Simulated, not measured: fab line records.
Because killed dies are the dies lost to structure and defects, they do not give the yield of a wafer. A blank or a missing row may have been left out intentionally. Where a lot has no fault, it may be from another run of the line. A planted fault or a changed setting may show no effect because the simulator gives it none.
fab line records	flow sky130	part 2 of 2: steps 27 to 33 of 33
[record] lots = 5	wafers = 15	lastDay = 50
route steps=708 shown CAPM@537 METAL3@555
lots that met no fault: from a run of the same line without faults
startH: the number of hours between the record's first day and the start of the first shown wafer of the lot	waitH: hours elapsed since this lot's preceding step	" the same as in the row above	L1.1+2: one row covering several wafers at once	- either no value or no given start	* or withheld: withheld	< > ~ a bound
route shown NAME@n: NAME is a module with steps in the file, n the number in the route of the first one	usual: mean and standard deviation over wafers with no fault	same: alike in all rows	chamber/n: place in a boat	sites: readings site by site	_std_site: how widely they spread, as a standard deviation	_edge_site: the outer-site mean with the inner-site mean subtracted	radiusMm: for every site, how far away it sits from the centre of the wafer	mask NAME#n: copy n	behind: tool/chamber where the wafer was last shaped	hold: why the lot went on hold/how many hours it stayed there/how the hold came to an end	device: whichever transistor did not switch (one of n, p or np)	end of line: tests of these same wafers at the route's end	step lacking rows: just its recipe	killed: at the first sort, the dies lost to defects and structure; wafer yield is something else	map: a wafer's dies, x killed, . not, _ none there
set.NAME: the setting that was run; set.NAME@STEP: the one run at that earlier step	model.NAME: the simulator's own value behind a step, which no gauge read
lots seen at some steps along the route; tables by step, rows by wafer
services: a tool's chamber out of use, with start hour (startH, from the record's first day; less than 0 if before it), hours out, and reason
[[steps]]
[step SKY_METAL3_CD_MEAS_13]
[recipe] targetCdNm = 300
[usual] cdNm = 300.0/1.4
lot.wafer	tool	chamber	startH	waitH	cdNm
L075.1	cdSem-02	-	905.23	-	299.5
L075.2	"	-	"	"	299.9
L075.4	"	-	"	"	299.0
L084.1	cdSem-02	-	978.68	-	301.2
L084.3	"	-	"	"	301.8
L084.6	"	-	"	"	301.6
L089.1	cdSem-01	-	1010.49	-	298.2
L089.2	"	-	"	"	298.3
L089.5	"	-	"	"	299.0
L095.1	cdSem-01	-	1042.63	-	300.5
L095.2	"	-	"	"	300.3
L095.4	"	-	"	"	300.2
L096.1	cdSem-01	-	1048.55	-	298.0
L096.2	"	-	"	"	297.8
L096.6	"	-	"	"	299.8
[step SKY_METAL3_OVL_MEAS_14]
[usual] METAL3_OVL = 0/4.8
lot.wafer	tool	chamber	startH	waitH	METAL3_OVL[nm]
L075.1	overlay-01	-	905.35	0.1	3
L075.2	"	-	"	"	-3
L075.4	"	-	"	"	6
L084.1	overlay-01	-	978.80	0.1	7
L084.3	"	-	"	"	0
L084.6	"	-	"	"	4
L089.1	overlay-01	-	1010.61	0.1	8
L089.2	"	-	"	"	-8
L089.5	"	-	"	"	4
L095.1	overlay-02	-	1042.75	0.1	-2
L095.2	"	-	"	"	0
L095.4	"	-	"	"	-2
L096.1	overlay-02	-	1048.67	0.1	0
L096.2	"	-	"	"	2
L096.6	"	-	"	"	10
[step SKY_METAL3_DESCUM_15]
[recipe] chemistry = O2	sourcePowerW = 150	biasPowerW = 0	pressureMtorr = 10	tempC = 40	timeS = 8
[usual] drypumpMotorCurrentA = 5.7/0.35	oesProductAu = 1.004/0.0067	tempC = 40.00/0.11
[same] biasPowerW = 0
lot.wafer	tool	chamber	startH	waitH	drypumpMotorCurrentA	oesProductAu	rfHoursCounterH	tempC
L075.1	rieMetal-04	1	905.38	0.0	6.3	1.004	9	39.92
L075.2	"	0	"	"	5.7	1.005	5	39.91
L075.4	"	1	"	"	6.3	0.999	-	40.07
L084.1	rieMetal-02	1	978.84	0.0	5.9	1.010	13	39.92
L084.3	"	0	"	"	5.7	0.995	-	40.18
L084.6	"	0	"	"	5.7	0.998	-	39.89
L089.1	rieMetal-02	1	1010.65	0.0	5.9	1.004	14	40.04
L089.2	"	0	"	"	5.7	0.999	5	40.21
L089.5	"	1	"	"	5.9	1.011	-	40.02
L095.1	rieMetal-03	0	1042.79	0.0	5.6	1.006	6	40.00
L095.2	"	1	"	"	5.2	1.011	20	40.04
L095.4	"	1	"	"	5.2	1.008	-	39.96
L096.1	rieMetal-03	1	1048.71	0.0	5.2	1.011	20	40.05
L096.2	"	0	"	"	5.6	1.008	6	40.06
L096.6	"	0	"	"	5.7	1.013	-	40.10
[step SKY_METAL3_ETCH_16]
[recipe] chemistry = N2/H2	target = BARC	ionEnergyEv = 200	biasW = 100	pressureMtorr = 30	n2FlowSccm = 100	h2FlowSccm = 200	icpW = 500	stopOn = SiO2	timeS = 88.2	targetDepthA = 600
[usual] drypumpMotorCurrentA = 5.7/0.35	oesProductAu = 0.625/0.0045	throttleValvePct = 13.206/0.0085
lot.wafer	tool	chamber	startH	waitH	drypumpMotorCurrentA	oesProductAu	rfHoursCounterH	throttleValvePct
L075.1	rieMetal-04	1	905.42	0.0	6.4	0.625	9	13.201
L075.2	"	0	"	"	5.7	0.620	5	13.207
L075.4	"	1	"	"	6.4	0.624	-	13.214
L084.1	rieMetal-02	1	978.87	0.0	5.9	0.626	13	13.216
L084.3	"	0	"	"	5.7	0.624	-	13.200
L084.6	"	0	"	"	5.7	0.623	-	13.206
L089.1	rieMetal-02	1	1010.68	0.0	5.9	0.621	14	13.202
L089.2	"	0	"	"	5.7	0.630	5	13.211
L089.5	"	1	"	"	5.9	0.624	-	13.205
L095.1	rieMetal-03	0	1042.82	0.0	5.6	0.637	6	13.192
L095.2	"	1	"	"	5.2	0.619	20	13.208
L095.4	"	1	"	"	5.2	0.628	-	13.197
L096.1	rieMetal-03	1	1048.74	0.0	5.2	0.628	20	13.218
L096.2	"	0	"	"	5.6	0.630	6	13.203
L096.6	"	0	"	"	5.6	0.624	-	13.190
[step SKY_METAL3_ETCH_17]
[recipe] target = SiO2	stopOn = TiN	chemistry = C4F8/O2/Ar	sourceW = 1500	biasW = 1200	pressureMtorr = 40	c4f8FlowSccm = withheld	O2_flow_sccm = 6	Ar_flow_sccm = 300	timeS = 3.9	targetDepthA = 150
[usual] oesProductAu = 0.754/0.0069
lot.wafer	tool	chamber	startH	waitH	oesProductAu	rfHoursCounterH
L075.1	rieDiel-03	2	905.52	0.1	0.747	2
L075.2	"	3	"	"	0.740	5
L075.4	"	1	"	"	0.754	16
L084.1	rieDiel-03	1	978.97	0.1	0.758	17
L084.3	"	3	"	"	0.761	7
L084.6	"	2	"	"	0.762	-
L089.1	rieDiel-03	2	1010.78	0.1	0.757	5
L089.2	"	3	"	"	0.751	8
L089.5	"	0	"	"	0.753	-
L095.1	rieDiel-01	0	1042.92	0.1	0.749	16
L095.2	"	3	"	"	0.741	17
L095.4	"	3	"	"	0.751	-
L096.1	rieDiel-03	3	1048.84	0.1	0.757	9
L096.2	"	1	"	"	0.746	19
L096.6	"	0	"	"	0.755	-
[step SKY_METAL3_METAL_ETCH_18]
[recipe] targetDepthA = 8450	stopOn = SiO2	overEtchFrac = 0.3	timeS = 183.1	chemistry = Cl2/BCl3	resistSidewallDeg = 88	pressureMtorr = 10	icpW = 900	biasW = 48.5	Cl2_flow_sccm = 60	bcl3FlowSccm = 30
[usual] drypumpMotorCurrentA = 5.8/0.37	oesProductAu = 0.867/0.006	throttleValvePct = 22.265/0.0094
[same] overEtchFrac = 0.3
lot.wafer	tool	chamber	startH	waitH	drypumpMotorCurrentA	oesProductAu	rfHoursCounterH	throttleValvePct
L075.1	rieMetal-02	0	905.53	0.0	5.7	0.878	0	22.272
L075.2	"	1	"	"	5.9	0.869	10	22.282
L075.4	"	0	"	"	5.7	0.876	-	22.262
L084.1	rieMetal-04	1	978.98	0.0	6.4	0.863	13	22.261
L084.3	"	1	"	"	6.3	0.866	-	22.260
L084.6	"	0	"	"	5.7	0.866	-	22.273
L089.1	rieMetal-04	0	1010.79	0.0	5.7	0.862	10	22.264
L089.2	"	1	"	"	6.3	0.867	14	22.273
L089.5	"	0	"	"	5.7	0.856	-	22.257
L095.1	rieMetal-04	0	1042.94	0.0	5.7	0.875	12	22.270
L095.2	"	1	"	"	6.3	0.868	16	22.252
L095.4	"	1	"	"	6.3	0.871	-	22.263
L096.1	rieMetal-04	1	1048.86	0.0	6.3	0.868	17	22.260
L096.2	"	0	"	"	5.7	0.867	13	22.271
L096.6	"	1	"	"	6.3	0.863	-	22.269
[step SKY_METAL3_STRIP_19]
[recipe] chemistry = O2/N2	powerW = 1400	pressureMtorr = 1500	platenTempC = withheld	o2FlowSccm = 3000	n2FlowSccm = 300	overashFraction = 0.5
[usual] drypumpMotorCurrentA = 5.6/0.46	oesProductAu = 0.501/0.0055	stripTimeToEndpointS = 6.48/0.06
lot.wafer	tool	chamber	startH	waitH	drypumpMotorCurrentA	oesProductAu	rfHoursCounterH	stripTimeToEndpointS
L075.1	plasmaAsher-04	0	905.71	0.1	5.6	0.509	75	6.63
L075.2	"	1	"	"	5.8	0.508	75	6.55
L075.4	"	1	"	"	5.8	0.500	-	6.60
L084.1	plasmaAsher-03	1	979.16	0.1	4.9	0.498	54	6.49
L084.3	"	1	"	"	4.9	0.503	-	6.44
L084.6	"	0	"	"	6.2	0.499	-	6.38
L089.1	plasmaAsher-03	1	1010.97	0.1	4.9	0.502	57	6.44
L089.2	"	0	"	"	6.3	0.512	57	6.56
L089.5	"	0	"	"	6.3	0.509	-	6.51
L095.1	plasmaAsher-01	0	1043.11	0.1	5.2	0.494	120	6.43
L095.2	"	1	"	"	5.8	0.504	120	6.52
L095.4	"	0	"	"	5.2	0.493	-	6.49
L096.1	plasmaAsher-04	1	1049.04	0.1	5.8	0.496	90	6.59
L096.2	"	0	"	"	5.6	0.507	90	6.51
L096.6	"	0	"	"	5.6	0.505	-	6.56
[[services]]
tool	chamber	startH	hours	kind
ilineStepper-02	-	837.12	7.9	repair
wetBench-02	-	840.00	1.9	pm
rieMetal-03	-	847.04	1.2	repair
rieDiel-03	0	855.31	9.6	repair
rieDiel-03	-	863.85	1.8	repair
krfScanner-02	-	890.88	3.6	pm
krfScanner-01	-	897.91	0.8	pm
pvdSputter-03	-	899.38	11.7	repair
plasmaAsher-01	-	913.59	1.3	repair
rieMetal-02	-	921.31	1.2	repair
ilineStepper-02	-	931.37	1.7	pm
rieDiel-03	2	948.23	5.3	repair
krfScanner-01	-	956.96	1.3	pm
krfScanner-01	-	961.21	1.2	repair
rieDiel-03	1	966.45	9.4	repair
plasmaAsher-03	-	967.94	1.1	repair
krfScanner-01	-	978.53	1.6	repair
rieDiel-03	-	986.06	0.6	repair
krfScanner-01	-	991.86	1.0	pm
plasmaAsher-01	-	993.20	0.3	repair
rieMetal-03	0	1000.94	7.6	repair
plasmaAsher-01	-	1017.04	1.1	repair
plasmaAsher-03	-	1041.38	2.8	pm
rieDiel-03	-	1045.87	0.4	repair
